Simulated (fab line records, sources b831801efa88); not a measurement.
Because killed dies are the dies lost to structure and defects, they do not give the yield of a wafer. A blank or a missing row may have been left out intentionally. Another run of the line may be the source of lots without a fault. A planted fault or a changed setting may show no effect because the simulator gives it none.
Which of the tools did it? -- flow sky130 -- Sampling: 13 lots, 39 wafers, 5 of 708 route steps

## WHAT THE GAUGES READ, wafer by wafer
SKY_SONOS_ONO_THK_MEAS_03.
lot,measured,on,SONOS_ONO_CVD_02_THK (nm)
L845,day 12 00:16,film_metro-03,10.51 10.53 10.57
L846,day 12 09:03,film_metro-03,10.43 10.41 10.41
L847,day 12 09:04,film_metro-01,10.34 10.26 10.28
L849,day 13 07:26,film_metro-04,10.24 10.29 10.08
L850,day 13 14:34,film_metro-04,10.32 10.35 10.24
L851,day 13 18:55,film_metro-04,10.35 10.50 10.30
L852,day 14 00:20,film_metro-04,10.21 10.18 10.22
L853,day 14 09:02,film_metro-03,10.97 11.00 10.98
L854,day 14 15:14,film_metro-04,11.22 11.30 11.09
L864,day 18 00:34,film_metro-04,10.54 10.47 10.57
L865,day 18 19:51,film_metro-04,10.56 10.40 10.56
L866,day 19 05:34,film_metro-03,10.46 10.48 10.44
L867,day 19 05:33,film_metro-04,10.26 10.29 10.33

SKY_LI_CONTACT_THK_MEAS_23: measures by xrf.
lot,measured,on,LI_CONTACT_W_THK (nm)
L845,day 29 15:18,film_metro-02,422 420 422
L846,day 30 00:52,film_metro-03,401 406 394
L847,day 30 02:24,film_metro-03,411 407 413
L849,day 30 22:19,film_metro-03,408 415 401
L850,day 31 12:27,film_metro-03,400 400 398
L851,day 31 11:47,film_metro-04,418 412 414
L852,day 31 23:53,film_metro-03,395 402 405
L853,day 32 01:43,film_metro-03,400 403 402
L854,day 32 03:59,film_metro-03,400 396 395
L864,day 35 12:04,film_metro-03,403 409 409
L865,day 36 02:47,film_metro-02,426 431 424
L866,day 36 10:36,film_metro-03,398 399 406
L867,day 36 12:07,film_metro-04,411 408 411

SKY_METAL1_CD_MEAS_15 targets a cd of 140 nm.
lot,measured,on,cd_nm (nm)
L845,day 33 04:54,cd_sem-02,138.5 138.4 138.1
L846,day 33 14:07,cd_sem-02,139.4 138.1 141.1
L847,day 33 15:45,cd_sem-02,139.3 137.5 137.8
L849,day 34 10:01,cd_sem-02,140.8 141.7 140.6
L850,day 35 01:08,cd_sem-02,137.7 137.9 137.3
L851,day 34 23:10,cd_sem-01,140.6 138.6 141.7
L852,day 35 11:30,cd_sem-02,140.0 139.0 139.8
L853,day 35 12:43,cd_sem-02,140.9 140.4 140.5
L854,day 35 14:29,cd_sem-02,139.0 138.7 140.5
L864,day 38 20:26,cd_sem-02,140.2 141.9 141.7
L865,day 39 09:31,cd_sem-02,140.3 140.4 142.2
L866,day 39 18:43,cd_sem-02,140.8 141.0 142.6
L867,day 39 20:14,cd_sem-02,137.1 138.1 137.3

## EACH LOT AND THE TOOL THAT RAN IT (in order: tool; ch and the chambers of the sampled wafers; start)
lot,SKY_SONOS_ONO_CVD_02,SKY_METAL1_SPUTTER_04
L845,"lpcvd-02 ch 0, day 11 23:12","pvd_sputter-03, day 32 01:18"
L846,"lpcvd-02 ch 0, day 12 08:00","pvd_sputter-03, day 32 11:26"
L847,"lpcvd-02 ch 0, day 12 08:00","pvd_sputter-04, day 32 12:59"
L849,"lpcvd-02 ch 1, day 13 06:23","pvd_sputter-04, day 33 08:11"
L850,"lpcvd-02 ch 1, day 13 13:31","pvd_sputter-03, day 33 22:20"
L851,"lpcvd-02 ch 1, day 13 17:52","pvd_sputter-04, day 33 21:01"
L852,"lpcvd-02 ch 1, day 13 23:16","pvd_sputter-03, day 34 08:56"
L853,"lpcvd-02 ch 0, day 14 07:58","pvd_sputter-04, day 34 10:23"
L854,"lpcvd-02 ch 0, day 14 13:40","pvd_sputter-01, day 34 12:00"
L864,"lpcvd-02 ch 1, day 17 23:31","pvd_sputter-03, day 37 18:52"
L865,"lpcvd-02 ch 1, day 18 18:48","pvd_sputter-01, day 38 08:20"
L866,"lpcvd-02 ch 1, day 19 04:29","pvd_sputter-01, day 38 16:41"
L867,"lpcvd-02 ch 0, day 19 04:29","pvd_sputter-03, day 38 18:32"
- SKY_SONOS_ONO_CVD_02: deposits Si3N4 from DCS/NH3, target thk 10.5 nm, time 180 s.
- SKY_METAL1_SPUTTER_04: material TiN, target thk 70 nm, time 58.3 s.

## WHAT THE TOOLS THEMSELVES READ (means of the sampled wafers that have a number; where no wafer has one, the mark that the record gives instead)
SKY_SONOS_ONO_CVD_02.
lot,tool,pressure_mtorr (mTorr),spike_tc_bottom_C (C),spike_tc_upper_C (C)
L845,lpcvd-02,249.7,792.0,770.5
L846,lpcvd-02,250.4,793.3,771.2
L847,lpcvd-02,250.7,792.0,769.3
L849,lpcvd-02,249.8,789.8,771.2
L850,lpcvd-02,249.7,788.3,773.4
L851,lpcvd-02,250.6,790.3,771.6
L852,lpcvd-02,249.7,788.5,771.5
L853,lpcvd-02,300.0,792.6,769.8
L854,lpcvd-02,300.2,792.1,770.1
L864,lpcvd-02,249.4,789.0,771.5
L865,lpcvd-02,250.5,789.4,771.9
L866,lpcvd-02,249.9,789.1,771.2
L867,lpcvd-02,249.5,792.0,770.1

SKY_METAL1_SPUTTER_04.
lot,tool,throttle_valve_pct (%)
L845,pvd_sputter-03,29.9
L846,pvd_sputter-03,30.2
L847,pvd_sputter-04,30.1
L849,pvd_sputter-04,30.3
L850,pvd_sputter-03,29.7
L851,pvd_sputter-04,29.8
L852,pvd_sputter-03,29.8
L853,pvd_sputter-04,30.1
L854,pvd_sputter-01,30.6
L864,pvd_sputter-03,29.7
L865,pvd_sputter-01,31.0
L866,pvd_sputter-01,30.9
L867,pvd_sputter-03,30.1

## THE ANSWER, worked out from the rows above alone
Rule: usual is defined by the lots themselves. Put in order of their means at a reading, lots are off if they are a third of the lots or fewer, leave a main group of 4 or more, and stand apart from it by a gap of 3 or more times the standard deviation of the main group's means; of several such gaps the widest counts. The tables above print the reading to a certain number of digits; a main group whose means all agree to those digits is not used. Also off: a lot with no number at a reading for which 4 or more lots have one. All remaining lots with rows at the step are treated as sound. Order of review: gauges by route order, followed by the tools' own readings, for which a lot's mean as printed above is used. At the first step where some lot is off, the reading lying furthest off is the one used; lots without a number count as furthest.
Off: at SKY_SONOS_ONO_THK_MEAS_03 (SONOS_ONO_CVD_02_THK), L853, L854. The main group: mean 10.38 nm, standard deviation 0.12.
A tool fits if, at a process step before that reading, it ran every lot that is off, and no sound lot after the first of them. Not tried: the gauges at SKY_SONOS_ONO_THK_MEAS_03; whatever is off there is also off at SKY_SONOS_ONO_CVD_02, on other tools, and gauge error can't account for it. Not one of the candidates tried fits.

## WHAT THE SIMULATOR PUT IN
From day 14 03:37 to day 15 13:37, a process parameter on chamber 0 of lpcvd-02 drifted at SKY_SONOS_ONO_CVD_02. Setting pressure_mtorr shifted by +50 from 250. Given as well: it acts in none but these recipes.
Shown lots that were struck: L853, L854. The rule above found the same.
